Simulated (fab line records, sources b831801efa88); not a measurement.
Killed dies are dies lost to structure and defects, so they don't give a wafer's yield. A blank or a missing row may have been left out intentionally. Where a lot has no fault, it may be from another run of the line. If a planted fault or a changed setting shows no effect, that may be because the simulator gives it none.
Problem report, 8D (eight disciplines) form, completed by code -- flow gf180mcu -- the parts of the form that need people (team, actions taken, sign-off) are left out

## 1. PROBLEM STATEMENT
Wafers free of any fault read 440 nm (standard deviation 4.8) for M4_ALCU_THK at GF_M4_THK_MEAS_06, against a mean of 414 nm on 9 wafers of 3 lots. Relative to the usual mean, that is a shift of -5.3 standard deviations.
The step: measures by xrf.
The first sign was on wafer L479.1 at day 26 23:53, on filmMetro-01. At this step, 39 wafers from 13 lots have a number in the record. Rule for "out", or "out of limits": more than 4 standard deviations from the usual mean. All remaining wafers that have a number are taken as sound.

## 2. WHAT IT IS, WHAT IT ISN'T
question,is,is not
which readings at this step,M4_ALCU_THK,-
which lots,"L479, L481, L484","L467, L468, L469, L470, L476, L480, L482, L483, L487, L489"
which wafers of those lots,all that have a number,-
read on which gauges,filmMetro-01,"filmMetro-02, filmMetro-04"
when,from day 26 23:53,"up to then (15 sound wafers); but 15 sound wafers of L480, L482, L483, L487, L489 came after"

## 3. SUSPECTS, AND WHAT RULES EACH OUT
Counting: a tool at any process step up to the reading remains a suspect when it ran all the lots that are out and ran no sound lot after the first of those.
- the gauge at GF_M4_THK_MEAS_06: kept. All the wafers that are out were read on filmMetro-01, and no step on other tools shows them out.
- pvdSputter-02 at GF_M4_SPUTTER_00 (material Ti, target thk 37.5 nm, time 150 s): kept. It ran every lot that is out, first L479 (day 26 23:32), and no sound lot after that; its last sound lot up to then is L476 (day 26 01:28).
- pvdSputter-02 at GF_M4_SPUTTER_04 (material TiN, target thk 50 nm, time 41.7 s): kept. It ran every lot that is out, first L479 (day 26 23:44), and no sound lot after that; its last sound lot up to then is L476 (day 26 01:39).
After the count, these remain: pvdSputter-02 at GF_M4_SPUTTER_00, pvdSputter-02 at GF_M4_SPUTTER_04 and filmMetro-01 at GF_M4_THK_MEAS_06.

## 4. THE CAUSE (what the simulator had put in)
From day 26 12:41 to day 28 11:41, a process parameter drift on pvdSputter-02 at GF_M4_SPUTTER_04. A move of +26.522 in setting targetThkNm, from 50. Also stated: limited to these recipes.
Counting leaves 3 suspects; this tool is one of them.

## 5. THE EFFECT CHAIN, in route order
One row per reading whose mean, taken over the struck wafers that have a number, lies over 3 standard deviations from the usual. Scope: only readings with a usual standard deviation given in the record; hours: median across lots of the time from each lot's start at the first step in this table that gives one to its start at this step; sigmas: change in usual standard deviations.
hours,step,reading,usual,on struck wafers,change,sigmas
0,GF_M4_THK_MEAS_06,M4_ALCU_THK,440 nm,414,-26,-5.3

## 6. WHAT WOULD HAVE CAUGHT IT SOONER
Counted from the fault's start at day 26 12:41, it took 11 hours until the first out-of-limits reading at a measuring or inspecting step in this record, taken at day 26 23:53.
Of the tool readings at GF_M4_SPUTTER_04 for which the record gives a usual standard deviation, none was out on any struck wafer, so an alarm limit of 4 standard deviations on them would not have fired.
Among the 3 lots that are out, L481, L484 began GF_M4_SPUTTER_04 on pvdSputter-02 after day 26 23:53. A hold on the tool at that time would have spared those 2.
